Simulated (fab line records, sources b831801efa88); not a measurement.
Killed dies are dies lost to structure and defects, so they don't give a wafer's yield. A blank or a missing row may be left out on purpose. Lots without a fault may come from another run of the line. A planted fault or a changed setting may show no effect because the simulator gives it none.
A struck lot beside a sound one | flow sky130 | 43 steps out of a route of 708
Sound: wafers L742.2, L742.3, L742.4. Struck: wafers L737.4, L737.5, L737.6. The cause comes at the end.
At each step with rows: each side's tool, then ch and its chambers, then its first start. Under that, the readings that differ: sound wafers | struck wafers | difference of the means | sigmas: that difference in standard deviations of wafers without a fault.
alike: readings whose means differ by less than 2 such deviations, and words and numbers that are the same on both sides. not compared: withheld readings, readings that some wafer has no value for, bounds like >300 that may hide the same value, and numbers for which the record gives no deviation and whose values overlap.
The two part at a step that has a row with sigmas, a row that says differs or no value, or rows on one side only. Numbers that don't overlap but have no deviation are shown without sigmas and don't part them. A reading that every wafer of one side lacks parts them only if that side has two wafers or more.

first, 5 steps without rows for these wafers: SKY_LDD_N_COAT_02 (resist thk 300 nm); SKY_LDD_N_SOFTBAKE_03 (time 60 s); SKY_LDD_N_EXPOSE_04 (exposes mask NTM, target cd 840 nm); SKY_LDD_N_PEB_05; SKY_LDD_N_DEVELOP_06 (develop time 60 s).
SKY_LDD_N_OVL_MEAS_07:
  sound on overlay-01, day 22 20:42; struck on overlay-01, day 21 03:31
  alike: LDD_N_OVL
then, 6 steps without rows for these wafers: SKY_LDD_N_IMPLANT_08; SKY_LDD_N_IMPLANT_09; SKY_LDD_N_IMPLANT_10; SKY_LDD_N_IMPLANT_11; SKY_LDD_N_IMPLANT_12; SKY_LDD_N_IMPLANT_13.
SKY_LDD_N_IMPLANT_14:
  sound on implanter-02 ch 0, day 22 21:40; struck on implanter-03 ch 0, day 21 04:31
then, 1 step without rows for these wafers: SKY_LDD_N_IMPLANT_15.
SKY_LDD_N_STRIP_16: strips in O2/N2.
  sound on plasma_asher-02 ch 0,1, day 22 21:56; struck on plasma_asher-02 ch 0,1, day 21 04:46
  alike: drypump_motor_current_A, o2_flow_sccm, oes_product_au, strip_time_to_endpoint_s
  not compared: rf_hours_counter_h
SKY_LDD_N_TW_MEAS_17:
  sound on film_metro-02, day 22 22:02; struck on film_metro-01, day 21 04:52
  alike: LDD_N_TW
then, 7 steps without rows for these wafers: SKY_LDD_P_DEHYDRATE_00 (time 60 s); SKY_LDD_P_HMDS_01 (prime time 60 s); SKY_LDD_P_COAT_02 (resist thk 1140 nm); SKY_LDD_P_SOFTBAKE_03 (time 60 s); SKY_LDD_P_EXPOSE_04 (exposes mask PSDM, target cd 380 nm); SKY_LDD_P_PEB_05; SKY_LDD_P_DEVELOP_06 (develop time 60 s).
SKY_LDD_P_CD_MEAS_07: target cd 380 nm.
  sound on cd_sem-02, day 24 04:51; struck on cd_sem-01, day 22 11:38
  alike: cd_nm
SKY_LDD_P_OVL_MEAS_08:
  sound on overlay-01, day 24 04:58; struck on overlay-02, day 22 11:43
  alike: LDD_P_OVL
then, 1 step without rows for these wafers: SKY_LDD_P_IMPLANT_09.
SKY_LDD_P_STRIP_10: strips in O2/N2.
  sound on plasma_asher-01 ch 0,1, day 24 05:08; struck on plasma_asher-03 ch 0,1, day 22 11:55
  alike: drypump_motor_current_A, o2_flow_sccm, oes_product_au, strip_time_to_endpoint_s
  not compared: rf_hours_counter_h
SKY_LDD_P_TW_MEAS_11:
  sound on film_metro-02, day 24 05:15; struck on film_metro-02, day 22 12:01
  alike: LDD_P_TW
then, 7 steps without rows for these wafers: SKY_LDD_HVN_DEHYDRATE_00 (time 60 s); SKY_LDD_HVN_HMDS_01 (prime time 60 s); SKY_LDD_HVN_COAT_02 (resist thk 300 nm); SKY_LDD_HVN_SOFTBAKE_03 (time 60 s); SKY_LDD_HVN_EXPOSE_04 (exposes mask HVNTM, target cd 700 nm); SKY_LDD_HVN_PEB_05; SKY_LDD_HVN_DEVELOP_06 (develop time 60 s).
SKY_LDD_HVN_OVL_MEAS_07:
  sound on overlay-01, day 25 11:24; struck on overlay-01, day 23 18:33
  alike: LDD_HVN_OVL
then, 1 step without rows for these wafers: SKY_LDD_HVN_IMPLANT_08.
SKY_LDD_HVN_STRIP_09: strips in O2/N2.
  sound on plasma_asher-04 ch 0,1, day 25 11:36; struck on plasma_asher-01 ch 0,1, day 23 18:45
  alike: drypump_motor_current_A, o2_flow_sccm, oes_product_au, strip_time_to_endpoint_s
  not compared: rf_hours_counter_h
SKY_LDD_HVN_TW_MEAS_10:
  sound on film_metro-04, day 25 11:43; struck on film_metro-04, day 23 18:51
  alike: LDD_HVN_TW
then, 3 steps without rows for these wafers: SKY_LDD_HVP_DEHYDRATE_00 (time 60 s); SKY_LDD_HVP_HMDS_01 (prime time 60 s); SKY_LDD_HVP_COAT_02 (resist thk 300 nm).
-- the record jumps here: 24 days lie between the struck wafers' starts before and after (it left off in module LDD_HVP and takes up again in module PAD_OPEN, whose first step shown is number 708 of the route) --
SKY_PAD_OPEN_PROBE_99:
  sound on prober-02, day 49 02:58; struck on prober-01, day 48 04:22
  reading                                           | sound                | struck               | difference | sigmas
  model.etest.diode_nwell_sub.leak_log10_a_cm2      | -7.391 -7.379 -7.222 | -6.31 -6.49 -6.31    | +0.96      |
  model.etest.diode_dnwell_sub.leak_log10_a_cm2     | -7.04 -7.388 -7.272  | -5.999 -5.98 -6.117  | +1.201     |
  model.etest.diode_pwell_dnwell.leak_log10_a_cm2   | -7.572 -7.632 -7.634 | -6.338 -6.463 -6.601 | +1.145     |
  model.etest.diode_ndiff_pwell_hv.leak_log10_a_cm2 | -6.782 -6.542 -6.644 | -6.017 -6.015 -6.356 | +0.527     |
  model.etest.diode_pdiff_nwell_hv.leak_log10_a_cm2 | -6.698 -6.542 -6.516 | -6.251 -5.846 -6.152 | +0.502     |
  model.etest.diode_ndiff_pwell.leak_log10_a_cm2    | -7.406 -7.384 -7.258 | -6.785 -6.917 -6.596 | +0.583     |
  model.etest.diode_pdiff_nwell.leak_log10_a_cm2    | -7.262 -7.302 -7.324 | -6.593 -6.787 -6.563 | +0.648     |
  model.etest.nfet_16v.off_log10_a_um               | -13.84 -13.87 -13.83 | -13.4 -13.37 -13.45  | +0.4       |
  alike: killed_at_M0_to_M3, killed_at_M4_up, killed_at_contacts, killed_at_front_end, killed_at_other, killed_dies, killed_open, killed_short

WHERE THEY PART
Nowhere in this record.

WHY: what the simulator had put in
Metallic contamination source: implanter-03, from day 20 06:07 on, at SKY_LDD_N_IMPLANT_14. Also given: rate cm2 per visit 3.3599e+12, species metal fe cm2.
